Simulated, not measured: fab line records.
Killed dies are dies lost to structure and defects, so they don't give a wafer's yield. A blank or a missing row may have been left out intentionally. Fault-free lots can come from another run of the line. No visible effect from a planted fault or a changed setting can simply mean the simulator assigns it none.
Which of the tools did it? | flow gf180mcu | 12 lots with 36 wafers sampled at 5 steps, on a route of 602 steps

WHAT THE GAUGES READ, wafer by wafer
GF_CONTACT_RS_MEAS_25: measures by four-point-probe.
lot  | measured     | on            | CONTACT_W_RS (ohm/sq)
L409 | day 16 02:01 | film-metro-01 | 0.379 0.380 0.373
L411 | day 17 11:06 | film-metro-03 | 0.384 0.387 0.389
L412 | day 17 12:11 | film-metro-01 | 0.388 0.385 0.393
L414 | day 18 06:00 | film-metro-04 | 0.382 0.383 0.387
L416 | day 19 05:58 | film-metro-04 | 0.384 0.387 0.385
L420 | day 20 07:34 | film-metro-03 | 0.383 0.382 0.383
L423 | day 21 10:25 | film-metro-04 | 0.391 0.384 0.387
L425 | day 22 01:25 | film-metro-01 | 0.397 0.384 0.395
L428 | day 22 17:53 | film-metro-01 | 0.386 0.386 0.386
L430 | day 23 13:00 | film-metro-04 | 0.387 0.379 0.383
L431 | day 23 19:58 | film-metro-04 | 0.387 0.392 0.389
L432 | day 24 08:34 | film-metro-03 | 0.390 0.389 0.393

GF_CONTACT_THK_MEAS_26: measures by xrf.
lot  | measured     | on            | CONTACT_W_THK (nm)
L409 | day 16 02:07 | film-metro-01 | 313 311 317
L411 | day 17 11:13 | film-metro-03 | 306 304 303
L412 | day 17 12:18 | film-metro-01 | 303 305 298
L414 | day 18 06:07 | film-metro-04 | 303 302 298
L416 | day 19 06:05 | film-metro-04 | 300 295 299
L420 | day 20 07:41 | film-metro-03 | 310 312 308
L423 | day 21 10:31 | film-metro-04 | 296 298 296
L425 | day 22 01:31 | film-metro-01 | 300 311 301
L428 | day 22 17:59 | film-metro-01 | 307 309 308
L430 | day 23 13:07 | film-metro-04 | 298 305 301
L431 | day 23 20:04 | film-metro-04 | 298 295 296
L432 | day 24 08:41 | film-metro-03 | 304 306 304

GF_M1_CD_MEAS_14: target cd 230 nm.
lot  | measured     | on        | cd-nm (nm)
L409 | day 17 01:09 | cd-sem-02 | 229.2 228.3 228.3
L411 | day 18 11:01 | cd-sem-02 | 228.4 228.8 229.0
L412 | day 18 11:58 | cd-sem-01 | 230.2 230.5 229.9
L414 | day 19 07:13 | cd-sem-02 | 229.0 229.9 228.9
L416 | day 20 07:44 | cd-sem-02 | 230.5 231.2 230.5
L420 | day 21 08:19 | cd-sem-02 | 218.6 219.0 218.8 218.6 219.1 218.3
L423 | day 22 10:49 | cd-sem-01 | 220.6 222.4 221.6 221.1 222.3 221.1
L425 | day 23 00:36 | cd-sem-01 | 232.6 233.5 231.3
L428 | day 23 17:47 | cd-sem-01 | 230.5 231.0 230.8
L430 | day 24 11:59 | cd-sem-02 | 229.2 230.3 229.3
L431 | day 24 19:07 | cd-sem-01 | 230.1 230.9 229.8
L432 | day 25 06:23 | cd-sem-01 | 231.8 231.7 231.1

WHAT TOOL EACH LOT RAN ON (gives the tool, then ch and the chambers of the sampled wafers, and finally the start)
lot  | GF_M1_SPUTTER_03             | GF_M1_SOFTBAKE_10
L409 | pvd-sputter-03, day 16 02:38 | litho-track-04 ch 0, day 16 13:39
L411 | pvd-sputter-01, day 17 11:44 | litho-track-02 ch 0, day 17 23:53
L412 | pvd-sputter-03, day 17 12:49 | litho-track-04 ch 0, day 18 00:38
L414 | pvd-sputter-04, day 18 06:38 | litho-track-03 ch 0, day 18 18:59
L416 | pvd-sputter-03, day 19 06:39 | litho-track-02 ch 0, day 19 19:05
L420 | pvd-sputter-01, day 20 08:11 | litho-track-02 ch 0, day 20 19:55
L423 | pvd-sputter-01, day 21 11:01 | litho-track-02 ch 0, day 21 22:35
L425 | pvd-sputter-03, day 22 02:01 | litho-track-03 ch 0, day 22 13:31
L428 | pvd-sputter-03, day 22 18:30 | litho-track-03 ch 0, day 23 06:50
L430 | pvd-sputter-01, day 23 13:37 | litho-track-04 ch 0, day 24 00:48
L431 | pvd-sputter-03, day 23 20:34 | litho-track-04 ch 0, day 24 08:29
L432 | pvd-sputter-03, day 24 09:13 | litho-track-03 ch 0, day 24 19:37
- GF_M1_SPUTTER_03: material Ti, target thk 10 nm, time 6.7 s.
- GF_M1_SOFTBAKE_10: time 60 s.

AS READ BY THE TOOLS THEMSELVES (means over the sampled wafers that have a number; for cases with no such wafer, the mark the record gives instead)
GF_M1_SPUTTER_03.
lot  | tool           | throttle-valve-pct (%)
L409 | pvd-sputter-03 | 31.0
L411 | pvd-sputter-01 | 29.2
L412 | pvd-sputter-03 | 30.5
L414 | pvd-sputter-04 | 30.4
L416 | pvd-sputter-03 | 30.8
L420 | pvd-sputter-01 | 29.3
L423 | pvd-sputter-01 | 29.7
L425 | pvd-sputter-03 | 29.7
L428 | pvd-sputter-03 | 30.6
L430 | pvd-sputter-01 | 29.4
L431 | pvd-sputter-03 | 30.4
L432 | pvd-sputter-03 | 30.6

GF_M1_SOFTBAKE_10.
lot  | tool           | heater-power-total-W (W) | plate-temp-C (C) | resist-line-temp-C (C)
L409 | litho-track-04 | 93.11                    | 129.93           | 22.86
L411 | litho-track-02 | 93.04                    | 130.04           | 23.16
L412 | litho-track-04 | 93.03                    | 129.95           | 22.85
L414 | litho-track-03 | 93.08                    | 130.09           | 22.89
L416 | litho-track-02 | 92.99                    | 129.85           | 23.02
L420 | litho-track-02 | 96.31                    | 133.30           | 23.14
L423 | litho-track-02 | 96.19                    | 133.50           | 22.89
L425 | litho-track-03 | 93.04                    | 129.91           | 23.00
L428 | litho-track-03 | 93.07                    | 129.88           | 22.99
L430 | litho-track-04 | 93.03                    | 130.08           | 22.88
L431 | litho-track-04 | 93.02                    | 130.06           | 22.87
L432 | litho-track-03 | 93.06                    | 130.07           | 23.09

THE ANSWER, worked out from the rows above alone
Rule: what is usual is taken from the lots themselves. Put in order of their means at a reading, lots are off if they are a third of the lots or fewer, leave a main group of 4 or more, and stand apart from it by a gap of 3 or more times the standard deviation of the main group's means; of several such gaps the widest counts. If all means in a main group match to the digits the tables above print for the reading, that group is not used. Also off: a lot with no number at a reading for which 4 or more lots have one. Any other lot the step has rows for is counted as sound. After the gauges, taken in route order, come the tools' own readings; for these a lot's mean is taken, as printed above. The first step at which some lot is off is used, and at that step the reading that is off furthest; a lot without a number counts as furthest.
Off, at GF_M1_CD_MEAS_14 on cd-nm: L420, L423. The main group: mean 230.2 nm, standard deviation 1.2.
If a tool, at a process step before that reading, ran all the lots that are off and no sound lot after the first of them, it fits. The gauges at GF_M1_CD_MEAS_14 aren't tried: what is off there is off at GF_M1_SOFTBAKE_10 too, on other tools, and a gauge's error can't cause that. One fits: GF_M1_SOFTBAKE_10 on litho-track-02. A fault onset in the window from L416 (day 19 19:05, its last sound lot) to L420 (day 20 19:55, its first lot off) fits.
The tool's own readings at GF_M1_SOFTBAKE_10 bear it out: on the lots that are off they differ by more than 5 times the standard deviation of the sound lots' means. heater-power-total-W reads 96.25 W there against 93.05 W on the sound lots; plate-temp-C reads 133.40 C there against 129.99 C on the sound lots.

WHAT THE SIMULATOR HAD PUT IN
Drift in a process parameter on litho-track-02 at GF_M1_SOFTBAKE_10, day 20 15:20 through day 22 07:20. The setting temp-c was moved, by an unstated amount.
Lots struck among those shown: L420, L423. The same result came from the rule above.
